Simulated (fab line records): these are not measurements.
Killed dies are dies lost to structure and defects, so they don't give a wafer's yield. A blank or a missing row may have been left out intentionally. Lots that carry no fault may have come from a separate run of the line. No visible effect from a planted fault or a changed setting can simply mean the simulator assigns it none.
Which of the tools did it?	flow sky130	Sampling: 14 lots, 42 wafers, 3 of 708 route steps

WHAT THE GAUGES READ, wafer by wafer
SKY_LDD_P_CD_MEAS_07: the cd target is 380 nm.
lot	measured	on	cdNm (nm)
L849	day 19 20:20	cdSem-01	382.2 381.5 381.2
L852	day 20 23:14	cdSem-01	383.3 383.0 381.6
L855	day 21 17:01	cdSem-01	375.7 375.1 376.0
L857	day 22 17:37	cdSem-01	377.9 375.9 376.8
L861	day 23 17:45	cdSem-02	382.2 379.6 382.8
L862	day 24 11:17	cdSem-01	382.7 384.4 382.8
L863	day 24 18:56	cdSem-01	377.9 380.8 381.6
L864	day 25 07:01	cdSem-01	381.0 382.9 378.8
L866	day 25 12:37	cdSem-01	374.2 376.1 378.1
L867	day 25 18:41	cdSem-02	376.1 377.8 376.4
L868	day 26 04:16	cdSem-01	379.5 380.1 379.2
L869	day 26 05:20	cdSem-01	379.5 378.2 381.3
L871	day 26 17:40	cdSem-01	375.6 376.1 376.9
L872	day 26 23:20	cdSem-01	379.3 378.8 381.9

SKY_SPACER_THK_MEAS_01.
lot	measured	on	SPACER_CVD_00_THK (nm)
L849	day 23 18:37	filmMetro-01	42.8 42.6 42.1
L852	day 24 21:14	filmMetro-04	43.5 43.7 43.8
L855	day 25 13:46	filmMetro-03	43.2 43.1 43.5
L857	day 26 14:23	filmMetro-01	42.5 42.8 42.6
L861	day 27 13:04	filmMetro-03	43.2 43.4 43.3
L862	day 28 05:39	filmMetro-04	43.8 43.6 43.9
L863	day 28 13:46	filmMetro-01	43.0 43.1 43.2
L864	day 29 00:10	filmMetro-03	43.8 44.2 44.1
L866	day 29 04:16	filmMetro-01	43.0 43.2 43.3
L867	day 29 11:34	filmMetro-04	43.1 43.1 42.9
L868	day 29 21:25	filmMetro-03	43.5 43.6 43.6
L869	day 29 22:37	filmMetro-01	43.8 43.0 43.0
L871	day 30 07:56	filmMetro-01	43.1 43.6 43.2
L872	day 30 15:35	filmMetro-01	42.6 43.3 42.8

SKY_LI_CONTACT_BOW_MEAS_03.
lot	measured	on	LI_CONTACT_BOW (um)
L849	day 28 17:44	filmMetro-03	57 54 53
L852	day 29 17:51	filmMetro-01	48 56 62
L855	day 30 09:59	filmMetro-01	58 61 54
L857	day 31 08:06	filmMetro-03	44 55 66
L861	day 32 05:59	filmMetro-03	66 53 66
L862	day 32 22:39	filmMetro-02	59 58 59
L863	day 33 06:16	filmMetro-02	44 55 55
L864	day 33 15:11	filmMetro-01	54 53 51
L866	day 33 19:39	filmMetro-03	58 49 42
L867	day 34 02:59	filmMetro-03	58 48 63
L868	day 34 11:28	filmMetro-01	48 48 58
L869	day 34 13:29	filmMetro-02	60 50 46
L871	day 34 21:39	filmMetro-01	63 54 49
L872	day 35 05:04	filmMetro-03	43 51 46

WHICH TOOL RAN EACH LOT (tool, then ch and the chambers of the sampled wafers, then the start)
No process step before these readings appears in the record.

AS READ BY THE TOOLS THEMSELVES (means over the sampled wafers that have a number; for cases with no such wafer, the mark the record gives instead)
The record holds no such reading with a usual standard deviation.

THE ANSWER, worked out from the rows above alone
Rule: usual is defined by the lots themselves. Put in order of their means at a reading, lots are off if they are a third of the lots or fewer, leave a main group of 4 or more, and stand apart from it by a gap of 3 or more times the standard deviation of the main group's means; of several such gaps the widest counts. Not used: any main group whose means are identical at the precision the tables above print for the reading. Also off: a lot with no number at a reading for which 4 or more lots have one. Any other lot the step has rows for is counted as sound. The gauges are gone through in route order, then the tools' own readings, and for those a lot's mean is taken as printed above. The first step at which some lot is off is used, and at that step the reading that is off furthest; a lot without a number counts as furthest.
Nothing can be told from this: no lot is off at any reading shown.

WHAT HAD BEEN PUT IN BY THE SIMULATOR
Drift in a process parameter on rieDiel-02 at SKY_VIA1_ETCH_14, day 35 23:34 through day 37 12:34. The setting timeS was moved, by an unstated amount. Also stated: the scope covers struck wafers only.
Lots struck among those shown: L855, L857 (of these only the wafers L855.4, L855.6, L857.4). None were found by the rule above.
